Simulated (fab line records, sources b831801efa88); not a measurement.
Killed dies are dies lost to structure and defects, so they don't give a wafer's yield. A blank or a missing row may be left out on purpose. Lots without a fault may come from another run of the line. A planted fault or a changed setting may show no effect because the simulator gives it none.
Problem report in the 8D (eight disciplines) form, filled by code | flow gf180mcu | the parts of the form that need people (team, actions taken, sign-off) are left out

1. THE PROBLEM
rf_fwd_power_W at GF_V1_ETCH_16 reads a mean of 575.0 W on 6 wafers of 2 lots; wafers without a fault read 495.4 W with a standard deviation of 1.7. That is +47 standard deviations from the usual mean.
The step: etches BARC in N2/H2.
First seen on wafer L801.1, day 23 04:02, on rie_diel-01. The record holds 39 wafers of 13 lots with a number at this step. Rule for "out", or "out of limits": more than 4 standard deviations from the usual mean. The other wafers with a number count as sound.

2. WHAT IT IS AND WHAT IT IS NOT
question                    | is                     | is not
which readings at this step | rf_fwd_power_W         | drypump_motor_current_A, oes_product_au
which lots                  | L801, L804             | L789, L790, L791, L793, L795, L796, L797, L798, L802, L810, L811
which wafers of those lots  | all that have a number | -
read on which tools         | rie_diel-01            | rie_diel-02, rie_diel-04
when                        | from day 23 04:02      | up to then (24 sound wafers); but 9 sound wafers of L802, L810, L811 came after

3. SUSPECTS, AND WHAT RULES EACH OUT
Counting: a tool at a process step up to the reading stays a suspect if it ran every lot that is out and no sound lot after the first of them.
- rie_diel-01 at GF_V1_ETCH_16 (etches BARC in N2/H2): kept. It ran every lot that is out, first L801 (day 23 04:02), and no sound lot after that; its last sound lot up to then is L797 (day 21 17:32). Its own readings are out on those wafers: rf_fwd_power_W.
Left after counting: rie_diel-01 at GF_V1_ETCH_16.

4. THE CAUSE (what the simulator had put in)
Process parameter drift: rie_diel-01, from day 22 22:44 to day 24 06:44, at GF_V1_ETCH_16. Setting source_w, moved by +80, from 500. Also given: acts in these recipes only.
Counting left only this tool.

5. THE CHAIN OF EFFECTS, in route order
Each row: a reading whose mean over the struck wafers that have a number lies more than 3 standard deviations from the usual. Only readings for which the record gives a usual standard deviation are gone through. hours: the time from each lot's start at the first step in this table that gives one to its start at this step, as a median over the lots. sigmas: the change in usual standard deviations.
hours | step          | reading        | usual   | on struck wafers | change | sigmas
0     | GF_V1_ETCH_16 | rf_fwd_power_W | 495.4 W | 575.0            | +79.6  | +47
The process steps in it:
- GF_V1_ETCH_16: etches BARC in N2/H2.
Later measuring or inspecting steps at which every struck wafer that the step has a row for has a number for every such reading, and none has moved that far: GF_V1_RS_MEAS_24.

6. WHAT WOULD HAVE CAUGHT IT SOONER
In this record the first reading out of limits was taken at day 23 04:02, 5 hours after the fault began at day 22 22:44.
